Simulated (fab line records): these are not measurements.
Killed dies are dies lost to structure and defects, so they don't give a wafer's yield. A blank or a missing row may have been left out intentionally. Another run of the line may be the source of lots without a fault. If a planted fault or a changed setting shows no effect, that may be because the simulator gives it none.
fab line records	flow sky130
record: lots: 11	wafers: 33	last_day: 50
route steps=708 shown VIA2@531 VIA4@657 PAD_OPEN@702
lots that met no fault: from a run of the same line without faults
start_h: start of the lot's first displayed wafer, in hours after the record's first day	wait_h: hours from the lot's prior step to this one	" the same as in the row above	L1.1+2: one row covering several wafers at once	- no value, or no start was given	* or withheld: withheld	< > ~ a bound
route shown NAME@n: NAME is a module with steps in the file, n the number in the route of the first one	usual: average and standard deviation across the fault-free wafers	same: alike in all rows	chamber/n: place in a boat	sites: each site's reading	_std_site: the values' standard deviation	_edge_site: inner sites' mean taken away from outer sites' mean	radius_mm: how far each site lies from the wafer's centre	mask NAME#n: copy n	behind: the last tool/chamber to shape the wafer	hold: cause of the lot's hold/its duration in hours/its outcome	device: the n, p or np transistor that did not switch	end of line: tests of these same wafers at the route's end	a step with no rows: only its recipe	killed: the dies lost at the first sort to structure and to defects; this is not the yield of the wafer	map: the dies of a wafer, with x for killed, . for not killed, _ for no die there
set.NAME: setting as actually run; set.NAME@STEP: the setting as run at that earlier step	model.NAME: the simulator's own value behind a step, which no gauge read
steps of the route over a sample of lots; a table a step, a row a wafer
services: from which hour (start_h, from the record's first day; less than 0 if before it) a tool's chamber was out of use, for how many hours, and why
== steps ==
step: SKY_VIA2_CMP_24
recipe: stop_on: SiO2	t_overpolish_s: 20	down_force_psi: 3.5	platen_rpm: 60	target_thk_nm: 0	pad_velocity_m_s: 0.94248
usual: motor_current_A: 11.5/1.1	overpolish_run_s: 20.000/0.009	platen_rpm: 59.99/0.039	slurry_flow_ml_min: 150.0/0.49	time_to_endpoint_s: 103/4.2
lot.wafer	tool	chamber	start_h	wait_h	motor_current_A	overpolish_run_s	platen_rpm	slurry_flow_ml_min	time_to_endpoint_s
L487.4	cmp-02	1	844.00	0.1	12.7	20.005	59.97	150.6	99
L487.2	"	3	"	"	10.0	19.995	60.01	150.5	99
L487.5	"	0	"	"	12.2	20.005	59.98	150.4	100
L488.1	cmp-02	1	854.26	0.1	11.7	20.005	59.93	149.7	102
L488.4	"	2	"	"	13.1	20.015	59.98	149.5	102
L488.2	"	3	"	"	10.3	20.002	60.02	149.1	97
L489.3	cmp-02	2	856.99	0.1	13.2	20.007	60.00	149.8	99
L489.1	"	0	"	"	11.7	19.997	60.00	150.1	106
L489.6	"	1	"	"	12.2	20.016	60.02	150.8	105
L494.2	cmp-02	1	902.73	0.0	12.5	19.999	59.98	150.1	110
L494.4	"	0	"	"	12.5	19.989	59.98	150.0	110
L494.6	"	2	"	"	12.5	19.997	60.02	149.9	103
L502.3	cmp-02	0	965.41	0.1	11.6	19.999	59.98	149.8	106
L502.1	"	1	"	"	12.1	19.998	59.99	150.0	103
L502.5	"	3	"	"	9.9	19.998	60.01	149.7	99
L504.3	cmp-01	3	974.92	0.1	10.8	19.983	59.96	149.6	103
L504.5	"	1	"	"	11.4	19.997	60.01	149.7	103
L504.6	"	2	"	"	10.8	20.005	59.95	150.3	107
L505.1	cmp-02	1	979.38	0.1	12.5	19.988	59.99	150.3	100
L505.2	"	0	"	"	12.1	20.000	59.98	150.9	101
L505.5	"	2	"	"	13.2	20.019	59.97	150.0	93
L506.2	cmp-01	2	988.24	0.1	10.6	20.006	59.98	149.9	106
L506.6	"	1	"	"	11.6	20.012	60.02	150.4	101
L506.5	"	2	"	"	10.3	20.001	59.90	149.1	108
L507.1	cmp-02	2	989.46	0.1	12.8	19.999	60.00	149.8	98
L507.4	"	0	"	"	11.5	20.009	59.95	150.5	103
L507.6	"	3	"	"	10.3	19.997	60.06	150.3	100
L508.3	cmp-01	3	996.85	0.3	10.5	20.009	59.93	150.4	106
L508.2	"	1	"	"	11.8	20.002	60.01	150.0	95
L508.6	"	3	"	"	10.8	20.001	59.97	150.3	102
L510.4	cmp-02	0	1011.95	0.1	11.6	19.990	60.01	150.2	110
L510.1	"	2	"	"	12.1	20.000	59.99	149.6	104
L510.6	"	1	"	"	12.3	19.997	60.01	150.5	105
step: SKY_VIA4_CVD_18
recipe: material: W	target_thk_nm: 505	time_s: 152.14	temp_c: 400	pressure_torr: 40
usual: heater_power_outer_w: 484/29	heater_power_w: 794/45
lot.wafer	tool	chamber	start_h	wait_h	heater_power_outer_w	heater_power_w
L487.2	cvd_w-01	1	997.21	0.0	482	742
L487.4	"	0	"	"	429	787
L487.5	"	0	"	"	417	782
L488.1	cvd_w-02	0	1011.75	0.0	510	800
L488.2	"	1	"	"	502	824
L488.4	"	0	"	"	502	827
L489.1	cvd_w-01	0	1012.62	0.0	431	797
L489.3	"	0	"	"	446	808
L489.6	"	0	"	"	431	782
L494.2	cvd_w-01	0	1051.68	0.0	422	802
L494.4	"	1	"	"	497	727
L494.6	"	1	"	"	480	716
L502.1	cvd_w-02	0	1105.46	0.0	492	816
L502.3	"	0	"	"	514	817
L502.5	"	0	"	"	504	834
L504.3	cvd_w-02	0	1114.09	0.1	514	821
L504.5	"	1	"	"	507	840
L504.6	"	0	"	"	520	806
L505.1	cvd_w-02	1	1116.80	0.1	508	848
L505.2	"	0	"	"	512	819
L505.5	"	0	"	"	502	835
L507.1	cvd_w-02	1	1123.35	0.0	508	834
L507.4	"	1	"	"	485	859
L507.6	"	0	"	"	503	829
L506.2	cvd_w-01	0	1123.54	0.0	428	798
L506.5	"	0	"	"	423	808
L506.6	"	1	"	"	498	735
L508.2	cvd_w-01	1	1134.65	0.0	482	741
L508.3	"	0	"	"	425	793
L508.6	"	1	"	"	479	740
L510.1	cvd_w-01	0	1142.42	0.0	435	812
L510.4	"	1	"	"	500	736
L510.6	"	1	"	"	486	748
step: SKY_VIA4_RS_MEAS_19
recipe: thk_meas_gauge: four-point-probe	reads: W_of_VIA4_CVD_18+TiN_of_VIA4_SPUTTER_17
usual: VIA4_W_RS: 0.226/0.004
lot.wafer	tool	chamber	start_h	wait_h	VIA4_W_RS[ohm/sq]
L487.2	film_metro-01	-	997.38	0.1	0.229
L487.4	"	-	"	"	0.222
L487.5	"	-	"	"	0.223
L488.1	film_metro-01	-	1011.90	0.1	0.229
L488.2	"	-	"	"	0.225
L488.4	"	-	"	"	0.230
L489.1	film_metro-04	-	1012.77	0.1	0.222
L489.3	"	-	"	"	0.221
L489.6	"	-	"	"	0.222
L494.2	film_metro-02	-	1051.86	0.1	0.216
L494.4	"	-	"	"	0.224
L494.6	"	-	"	"	0.222
L502.1	film_metro-04	-	1105.61	0.1	0.231
L502.3	"	-	"	"	0.230
L502.5	"	-	"	"	0.230
L504.3	film_metro-02	-	1114.23	0.1	0.229
L504.5	"	-	"	"	0.225
L504.6	"	-	"	"	0.231
L505.1	film_metro-04	-	1116.96	0.1	0.226
L505.2	"	-	"	"	0.230
L505.5	"	-	"	"	0.233
L507.1	film_metro-02	-	1123.50	0.1	0.222
L507.4	"	-	"	"	0.221
L507.6	"	-	"	"	0.225
L506.2	film_metro-01	-	1123.71	0.1	0.224
L506.5	"	-	"	"	0.224
L506.6	"	-	"	"	0.229
L508.2	film_metro-04	-	1134.83	0.1	0.230
L508.3	"	-	"	"	0.224
L508.6	"	-	"	"	0.232
L510.1	film_metro-02	-	1142.57	0.1	0.223
L510.4	"	-	"	"	0.228
L510.6	"	-	"	"	0.227
step: SKY_PAD_OPEN_STRIP_08
recipe: chemistry: O2/N2	power_w: 1400	pressure_mtorr: 1500	platen_temp_c: withheld	overash_fraction: 0.7	o2_flow_sccm: 3000	n2_flow_sccm: 300
usual: drypump_motor_current_A: 5.37/0.28	o2_flow_sccm: 3000/8.4	oes_product_au: 0.663/0.0046	strip_time_to_endpoint_s: 37.09/0.084
lot.wafer	tool	chamber	start_h	wait_h	drypump_motor_current_A	o2_flow_sccm	oes_product_au	rf_hours_counter_h	strip_time_to_endpoint_s
L487.2	plasma_asher-04	1	1065.40	0.1	5.50	2996	0.659	97	37.15
L487.4	"	1	"	"	5.49	2993	0.667	-	37.22
L487.5	"	0	"	"	5.57	2994	0.664	-	37.11
L488.1	plasma_asher-04	0	1078.90	0.1	5.56	2997	0.666	98	37.11
L488.2	"	1	"	"	5.52	2999	0.661	98	37.06
L488.4	"	1	"	"	5.52	2999	0.653	-	37.08
L489.1	plasma_asher-02	0	1080.09	0.1	5.12	3007	0.668	60	37.21
L489.3	"	1	"	"	5.00	3003	0.662	-	37.17
L489.6	"	0	"	"	5.12	3008	0.668	-	37.05
L494.2	plasma_asher-02	1	1116.20	0.1	4.99	2994	0.662	63	37.16
L494.4	"	1	"	"	5.02	2994	0.665	-	37.22
L494.6	"	0	"	"	5.11	3003	0.659	-	37.09
L502.1	plasma_asher-01	0	1161.60	0.1	5.92	3000	0.660	43	37.20
L502.3	"	0	"	"	5.91	3004	0.660	-	37.20
L502.5	"	1	"	"	5.37	2989	0.659	-	37.15
L504.3	plasma_asher-04	0	1172.38	0.1	5.59	3008	0.657	-	37.10
L504.5	"	0	"	"	5.57	3013	0.658	-	37.13
L504.6	"	1	"	"	5.53	3013	0.672	-	37.11
L505.1	plasma_asher-04	1	1174.38	0.1	5.52	2988	0.671	107	37.07
L505.2	"	0	"	"	5.58	2994	0.673	107	37.05
L505.5	"	1	"	"	5.49	3001	0.672	-	37.07
L507.1	plasma_asher-02	0	1178.33	0.1	5.11	2995	0.663	68	37.22
L507.4	"	0	"	"	5.13	3009	0.662	-	37.08
L507.6	"	0	"	"	5.14	3016	0.661	-	37.12
L506.2	plasma_asher-01	0	1178.63	0.1	5.92	2998	0.658	45	37.00
L506.5	"	1	"	"	5.40	3015	0.656	-	36.83
L506.6	"	0	"	"	5.91	2995	0.663	-	36.98
L508.2	plasma_asher-02	0	1186.38	0.1	5.10	3001	0.664	69	37.04
L508.3	"	0	"	"	5.10	2996	0.663	-	37.12
L508.6	"	0	"	"	5.09	2986	0.665	-	37.17
L510.1	plasma_asher-04	1	1193.70	0.1	5.54	2988	0.666	109	37.00
L510.4	"	1	"	"	5.50	2998	0.663	-	37.00
L510.6	"	1	"	"	5.53	2997	0.665	-	37.12
step: SKY_PAD_OPEN_PROBE_99
usual: defect_limited_yield: 82.1/2	killed_at_M0_to_M3: 44/7.8	killed_at_M4_up: 3.1/1.7	killed_at_contacts: 25/5.1	killed_at_front_end: 15/4.4	killed_at_other: 0.5/0.68	killed_dies: 88/9.9	killed_on_rim: 17/3.9	killed_open: 48/6.9	killed_short: 39/6.5	sort_bin_3_pad_short: 0.8/0.42	sort_bin_5_function: 10.6/1.5	sort_bin_6_memory: 6.5/1.2	sort_n_pass: 404/9.9	sort_yield_pct: 82.1/2
same: gross_dies: 492	killed_at_back_side: 0	sort_bin_4_leakage[%]: 0	sort_bin_8_speed[%]: 0
lot.wafer	tool	chamber	start_h	wait_h	hold	defect_limited_yield[%]	killed_at_M0_to_M3	killed_at_M4_up	killed_at_contacts	killed_at_front_end	killed_at_other	killed_dies	killed_on_rim	killed_open	killed_short	sort_bin_3_pad_short[%]	sort_bin_5_function[%]	sort_bin_6_memory[%]	sort_n_pass	sort_yield_pct[%]
L487.2	prober-02	-	1068.00	0.1	-	83.1	43	0	22	18	0	83	14	44	39	0.8	9.3	6.7	409	83.1
L487.4	prober-02	-	1068.10	0.2	-	81.3	45	2	24	21	0	92	9	45	46	0.6	10.6	7.5	400	81.3
L487.5	prober-02	-	1068.15	0.2	-	83.5	53	1	19	8	0	81	12	41	40	0.8	9.6	6.1	411	83.5
L488.1	prober-01	-	1081.11	0.1	-	82.5	44	2	31	9	0	86	17	51	35	0.6	10.6	6.3	406	82.5
L488.2	prober-01	-	1081.16	0.1	-	80.3	54	4	23	15	1	97	19	47	50	0.6	11.8	7.3	395	80.3
L488.4	prober-01	-	1081.26	0.2	-	80.7	40	5	33	16	1	95	18	39	56	1.0	11.8	6.5	397	80.7
L489.1	prober-02	-	1082.41	0.1	-	83.5	33	3	30	13	2	81	16	49	30	1.2	10.6	4.7	411	83.5
L489.3	prober-02	-	1082.51	0.2	-	81.7	46	4	21	18	1	90	17	47	42	1.4	11.6	5.3	402	81.7
L489.6	prober-02	-	1082.66	0.2	-	81.7	44	3	31	11	1	90	19	47	42	0.8	11.6	5.9	402	81.7
L494.2	prober-01	-	1119.01	0.1	await_dispo/5.7h/release	77.8	61	4	25	18	1	109	12	61	48	1.0	12.2	8.9	383	77.8
L494.4	prober-01	-	1119.11	0.2	await_dispo/5.7h/release	67.5	112	4	27	17	0	160	37	52	32	1.2	19.5	11.8	332	67.5
L494.6	prober-01	-	1119.21	0.2	await_dispo/5.7h/release	81.7	50	4	22	14	0	90	20	53	37	0.8	10.8	6.7	402	81.7
L502.1	prober-01	-	1163.81	0.1	-	80.1	55	2	21	18	2	98	19	49	48	0.8	10.2	8.9	394	80.1
L502.3	prober-01	-	1163.91	0.2	-	81.1	41	4	30	18	0	93	24	50	43	0.2	11.0	7.7	399	81.1
L502.5	prober-01	-	1164.01	0.2	-	79.1	47	5	30	21	0	103	14	54	49	0.4	12.0	8.5	389	79.1
L504.3	prober-01	-	1174.67	0.2	-	82.9	38	2	21	22	1	84	16	44	36	0.4	9.6	7.1	408	82.9
L504.5	prober-01	-	1174.77	0.2	-	82.1	42	3	28	15	0	88	19	50	38	1.0	11.0	5.9	404	82.1
L504.6	prober-01	-	1174.82	0.2	-	82.5	48	3	22	11	2	86	16	44	42	0.2	10.8	6.5	406	82.5
L505.1	prober-02	-	1177.17	0.1	-	83.1	43	2	22	15	1	83	15	40	43	1.8	7.9	7.1	409	83.1
L505.2	prober-02	-	1177.22	0.1	-	80.5	47	2	25	22	0	96	20	53	43	1.2	11.6	6.7	396	80.5
L505.5	prober-02	-	1177.37	0.2	-	86.2	32	3	17	16	0	68	17	30	38	1.0	7.9	4.9	424	86.2
L507.1	prober-01	-	1181.80	0.1	-	80.5	46	1	32	14	3	96	20	54	39	1.4	9.6	8.5	396	80.5
L507.4	prober-01	-	1181.95	0.2	-	80.9	49	2	23	19	1	94	18	49	43	1.4	11.2	6.5	398	80.9
L507.6	prober-01	-	1182.05	0.2	-	81.1	46	4	27	16	0	93	20	55	35	1.8	11.4	5.7	399	81.1
L506.2	prober-02	-	1181.85	0.1	-	78.0	60	3	23	22	0	108	21	52	55	1.6	13.0	7.3	384	78.0
L506.5	prober-02	-	1182.00	0.2	-	83.3	40	2	28	9	3	82	14	44	36	0.6	10.0	6.1	410	83.3
L506.6	prober-02	-	1182.05	0.2	-	82.5	47	4	22	12	1	86	15	44	41	0.6	11.2	5.7	406	82.5
L508.2	prober-02	-	1189.36	0.1	-	83.1	46	2	20	15	0	83	18	47	36	1.2	11.4	4.3	409	83.1
L508.3	prober-02	-	1189.41	0.2	-	80.1	49	0	33	16	0	98	13	54	44	0	12.2	7.7	394	80.1
L508.6	prober-02	-	1189.56	0.2	-	80.9	45	2	24	23	0	94	12	52	42	0.6	10.0	8.5	398	80.9
L510.1	prober-02	-	1196.02	0.1	-	86.0	36	2	19	12	0	69	14	39	29	0.2	8.1	5.7	423	86.0
L510.4	prober-02	-	1196.17	0.2	-	77.4	51	7	31	21	1	111	19	56	53	1.0	14.2	7.3	381	77.4
L510.6	prober-02	-	1196.27	0.2	-	81.7	42	1	29	17	1	90	16	51	39	1.8	9.1	7.3	402	81.7
killed by level:class
L487.2 VIA1:geometric_particle:open=14 CONTACT:geometric_particle:open=7 CONTACT:geometric_particle:short=6 VIA3:geometric_particle:open=6 VIA1:geometric_particle:short=5 POLY_GATE:geometric_particle:short=5 FIELD_ISO:geometric_particle:open=4 LI_CONTACT:geometric_particle:open=4
L487.4 CONTACT:geometric_particle:open=10 FIELD_ISO:geometric_particle:short=7 METAL1:geometric_particle:short=7 VIA1:geometric_particle:short=7 VIA1:geometric_particle:open=7 POLY_GATE:geometric_particle:open=6 VIA2:geometric_particle:open=6 FIELD_ISO:geometric_particle:open=5
L487.5 CONTACT:geometric_particle:open=11 VIA1:geometric_particle:open=11 METAL2:geometric_particle:short=8 METAL1:geometric_particle:short=8 VIA1:geometric_particle:short=6 LI_CONTACT:geometric_particle:open=5 METAL3:geometric_particle:short=5 VIA3:geometric_particle:open=4
L488.1 VIA1:geometric_particle:open=16 CONTACT:geometric_particle:open=9 LI_CONTACT:geometric_particle:open=8 CONTACT:geometric_particle:short=7 VIA3:geometric_particle:open=7 VIA1:geometric_particle:short=5 LOCAL_INTERCONNECT:geometric_particle:short=4 VIA2:geometric_particle:open=4
L488.2 METAL1:geometric_particle:short=13 VIA3:geometric_particle:open=10 CONTACT:geometric_particle:open=9 VIA1:geometric_particle:open=9 LI_CONTACT:geometric_particle:open=5 VIA1:geometric_particle:short=5 POLY_GATE:geometric_particle:open=4 LOCAL_INTERCONNECT:geometric_particle:short=4
L488.4 CONTACT:geometric_particle:open=11 CONTACT:geometric_particle:short=9 METAL2:geometric_particle:short=9 FIELD_ISO:geometric_particle:short=7 VIA1:geometric_particle:open=7 LOCAL_INTERCONNECT:geometric_particle:short=5 LI_CONTACT:geometric_particle:open=4 VIA1:geometric_particle:short=4
L489.1 CONTACT:geometric_particle:open=12 LI_CONTACT:geometric_particle:open=11 VIA3:geometric_particle:open=7 VIA1:geometric_particle:short=6 FIELD_ISO:geometric_particle:open=4 POLY_GATE:geometric_particle:open=4 VIA1:geometric_particle:open=4 METAL2:geometric_particle:short=4
L489.3 POLY_GATE:geometric_particle:open=7 CONTACT:geometric_particle:open=7 VIA2:geometric_particle:open=7 VIA3:geometric_particle:open=7 VIA1:geometric_particle:open=6 METAL1:geometric_particle:short=6 LI_CONTACT:geometric_particle:open=6 VIA2:geometric_particle:short=6
L489.6 CONTACT:geometric_particle:open=15 METAL1:geometric_particle:short=7 VIA1:geometric_particle:open=7 VIA1:geometric_particle:short=7 LI_CONTACT:geometric_particle:open=6 VIA3:geometric_particle:short=6 CONTACT:geometric_particle:short=5 VIA3:geometric_particle:open=5
L494.2 VIA1:geometric_particle:open=13 VIA2:geometric_particle:open=10 VIA3:geometric_particle:open=9 LI_CONTACT:geometric_particle:open=8 POLY_GATE:geometric_particle:open=7 CONTACT:geometric_particle:open=7 VIA2:geometric_particle:short=6 CONTACT:geometric_particle:short=5
L494.4 VIA2:unspecified=76 CONTACT:geometric_particle:open=11 VIA1:geometric_particle:open=9 LI_CONTACT:geometric_particle:open=7 LOCAL_INTERCONNECT:geometric_particle:short=6 VIA3:geometric_particle:open=6 FIELD_ISO:geometric_particle:short=5 VIA2:geometric_particle:open=5
L494.6 VIA1:geometric_particle:open=12 CONTACT:geometric_particle:open=10 VIA2:geometric_particle:open=7 VIA1:geometric_particle:short=7 VIA3:geometric_particle:open=6 FIELD_ISO:geometric_particle:open=5 LOCAL_INTERCONNECT:geometric_particle:short=5 METAL2:geometric_particle:short=5
L502.1 VIA1:geometric_particle:open=10 CONTACT:geometric_particle:short=7 CONTACT:geometric_particle:open=7 VIA1:geometric_particle:short=7 VIA3:geometric_particle:open=7 POLY_GATE:geometric_particle:open=5 METAL2:geometric_particle:short=5 VIA3:geometric_particle:short=5
L502.3 CONTACT:geometric_particle:open=12 VIA1:geometric_particle:open=9 VIA2:geometric_particle:open=8 POLY_GATE:geometric_particle:short=7 LI_CONTACT:geometric_particle:short=6 VIA1:geometric_particle:short=6 LI_CONTACT:geometric_particle:open=5 VIA3:geometric_particle:open=5
L502.5 CONTACT:geometric_particle:open=11 VIA1:geometric_particle:open=11 LI_CONTACT:geometric_particle:open=9 METAL2:geometric_particle:short=8 VIA1:geometric_particle:short=6 FIELD_ISO:geometric_particle:short=5 CONTACT:geometric_particle:short=5 VIA2:geometric_particle:open=5
L504.3 VIA1:geometric_particle:open=10 METAL1:geometric_particle:short=9 LI_CONTACT:geometric_particle:open=7 CONTACT:geometric_particle:open=7 VIA2:geometric_particle:open=7 POLY_GATE:geometric_particle:short=4 POLY_GATE:area_etch=4 FIELD_ISO:geometric_particle:short=3
L504.5 VIA1:geometric_particle:open=10 CONTACT:geometric_particle:open=10 LI_CONTACT:geometric_particle:open=7 FIELD_ISO:geometric_particle:open=5 VIA1:geometric_particle:short=5 VIA2:geometric_particle:short=5 VIA2:geometric_particle:open=5 CONTACT:geometric_particle:short=4
L504.6 VIA1:geometric_particle:open=11 VIA3:geometric_particle:open=9 CONTACT:geometric_particle:open=8 METAL1:geometric_particle:short=6 POLY_GATE:geometric_particle:open=5 LOCAL_INTERCONNECT:geometric_particle:short=5 METAL3:geometric_particle:short=5 LI_CONTACT:geometric_particle:short=4
L505.1 VIA1:geometric_particle:open=9 METAL1:geometric_particle:short=8 METAL2:geometric_particle:short=8 CONTACT:geometric_particle:open=7 LI_CONTACT:geometric_particle:open=6 FIELD_ISO:geometric_particle:open=5 CONTACT:geometric_particle:short=5 VIA1:geometric_particle:short=5
L505.2 VIA1:geometric_particle:open=10 CONTACT:geometric_particle:open=9 FIELD_ISO:geometric_particle:short=8 VIA2:geometric_particle:open=8 VIA1:geometric_particle:short=7 VIA3:geometric_particle:open=7 LI_CONTACT:geometric_particle:open=6 CONTACT:geometric_particle:short=6
L505.5 METAL1:geometric_particle:short=10 CONTACT:geometric_particle:open=6 METAL2:geometric_particle:short=5 FIELD_ISO:geometric_particle:open=5 METAL3:geometric_particle:short=5 VIA1:geometric_particle:open=4 LI_CONTACT:geometric_particle:open=3 LOCAL_INTERCONNECT:geometric_particle:short=3
L507.1 CONTACT:geometric_particle:open=12 VIA1:geometric_particle:open=11 VIA2:geometric_particle:open=8 VIA3:geometric_particle:open=7 LI_CONTACT:geometric_particle:open=6 METAL1:geometric_particle:short=6 LI_CONTACT:geometric_particle:short=5 CONTACT:geometric_particle:short=5
L506.2 VIA1:geometric_particle:open=16 METAL1:geometric_particle:short=11 VIA1:geometric_particle:short=11 CONTACT:geometric_particle:open=9 POLY_GATE:geometric_particle:open=8 POLY_GATE:geometric_particle:short=8 LI_CONTACT:geometric_particle:open=6 VIA3:geometric_particle:open=5
L507.4 VIA1:geometric_particle:open=17 VIA2:geometric_particle:open=9 METAL2:geometric_particle:short=7 LOCAL_INTERCONNECT:geometric_particle:short=7 CONTACT:geometric_particle:open=6 VIA3:geometric_particle:short=6 LI_CONTACT:geometric_particle:open=5 VIA3:geometric_particle:open=5
L506.5 VIA1:geometric_particle:open=10 LOCAL_INTERCONNECT:geometric_particle:short=7 CONTACT:geometric_particle:open=7 VIA3:geometric_particle:open=7 LI_CONTACT:geometric_particle:open=6 METAL2:geometric_particle:short=5 METAL1:geometric_particle:short=4 FIELD_ISO:geometric_particle:open=3
L506.6 CONTACT:geometric_particle:open=10 VIA3:geometric_particle:open=8 VIA1:geometric_particle:open=7 METAL1:geometric_particle:short=6 METAL2:geometric_particle:short=6 LI_CONTACT:geometric_particle:open=5 VIA3:geometric_particle:short=5 VIA2:geometric_particle:open=4
L507.6 VIA3:geometric_particle:open=12 CONTACT:geometric_particle:open=9 VIA1:geometric_particle:open=8 VIA2:geometric_particle:open=7 POLY_GATE:geometric_particle:open=5 LI_CONTACT:geometric_particle:open=5 CONTACT:geometric_particle:short=5 VIA3:geometric_particle:short=5
L508.2 VIA1:geometric_particle:open=14 VIA3:geometric_particle:open=9 VIA1:geometric_particle:short=8 LI_CONTACT:geometric_particle:open=6 POLY_GATE:geometric_particle:open=5 METAL2:geometric_particle:short=5 FIELD_ISO:geometric_particle:short=4 CONTACT:geometric_particle:open=4
L508.3 VIA1:geometric_particle:open=15 CONTACT:geometric_particle:open=11 LI_CONTACT:geometric_particle:open=9 VIA1:geometric_particle:short=8 METAL1:geometric_particle:short=8 CONTACT:geometric_particle:short=7 FIELD_ISO:geometric_particle:open=6 VIA2:geometric_particle:open=6
L508.6 VIA1:geometric_particle:open=16 CONTACT:geometric_particle:open=12 FIELD_ISO:geometric_particle:short=8 VIA1:geometric_particle:short=7 VIA3:geometric_particle:open=7 CONTACT:geometric_particle:short=6 FIELD_ISO:geometric_particle:open=5 METAL1:geometric_particle:short=5
L510.1 LI_CONTACT:geometric_particle:open=8 METAL2:geometric_particle:short=7 VIA2:geometric_particle:open=6 VIA1:geometric_particle:open=6 VIA3:geometric_particle:open=6 FIELD_ISO:geometric_particle:open=5 CONTACT:geometric_particle:short=4 VIA1:geometric_particle:short=4
L510.4 CONTACT:geometric_particle:open=15 METAL1:geometric_particle:short=10 VIA2:geometric_particle:open=9 FIELD_ISO:geometric_particle:short=7 VIA1:geometric_particle:open=7 VIA3:geometric_particle:open=6 LI_CONTACT:geometric_particle:open=5 POLY_GATE:geometric_particle:open=5
L510.6 LI_CONTACT:geometric_particle:open=12 VIA1:geometric_particle:open=11 VIA2:geometric_particle:open=10 FIELD_ISO:geometric_particle:open=7 CONTACT:geometric_particle:short=7 FIELD_ISO:geometric_particle:short=5 LI_CONTACT:geometric_particle:short=5 METAL2:geometric_particle:short=5
== services ==
tool	chamber	start_h	hours	kind
cmp-02	-	838.10	2.8	repair
cvd_w-01	-	869.33	6.9	pm
cvd_w-02	-	876.23	3.8	pm
cvd_w-01	0	889.53	3.9	repair
cvd_w-01	-	904.00	14.0	pm
cmp-02	-	912.00	4.0	pm
plasma_asher-02	-	940.98	28.1	pm
cvd_w-02	-	948.32	28.1	pm
cmp-02	-	953.28	0.9	repair
plasma_asher-02	-	975.63	8.1	repair
cmp-02	-	984.13	2.3	repair
plasma_asher-04	-	990.86	10.1	repair
cmp-02	-	995.68	3.3	repair
cmp-02	-	1006.34	2.3	repair
plasma_asher-02	-	1019.92	0.5	repair
cmp-02	-	1055.90	1.3	repair
cmp-02	-	1070.33	0.8	repair
cvd_w-01	0	1085.22	17.2	repair
plasma_asher-04	-	1095.76	1.4	repair
cvd_w-01	-	1112.95	5.2	repair
plasma_asher-04	-	1116.10	4.3	repair
cmp-02	-	1131.14	1.7	repair
cmp-02	-	1160.19	3.7	pm
cmp-02	-	1180.86	4.0	pm
== key ==
first_sign: step: SKY_PAD_OPEN_PROBE_99	reading: killed_at_M0_to_M3	direction: up	sigmas: 8.7	usual: 44	struck: 112
effect: step: SKY_PAD_OPEN_PROBE_99	reading: defect_limited_yield	direction: down	sigmas: 7.3	usual: 82.1	struck: 67.5
met_at SKY_VIA2_CMP_24
struck_lots L494
struck_wafers L494.4
not_acting_at SKY_VIA4_CVD_18,SKY_VIA4_RS_MEAS_19,SKY_PAD_OPEN_STRIP_08
onset_between 856.99 902.73
fault: kind: chamber_particle_source	tool: cmp-02	chamber: 0	onset_h: 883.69	steps: SKY_VIA2_CMP_24	rate_per_visit_cm2: 0.39655	end_h: 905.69
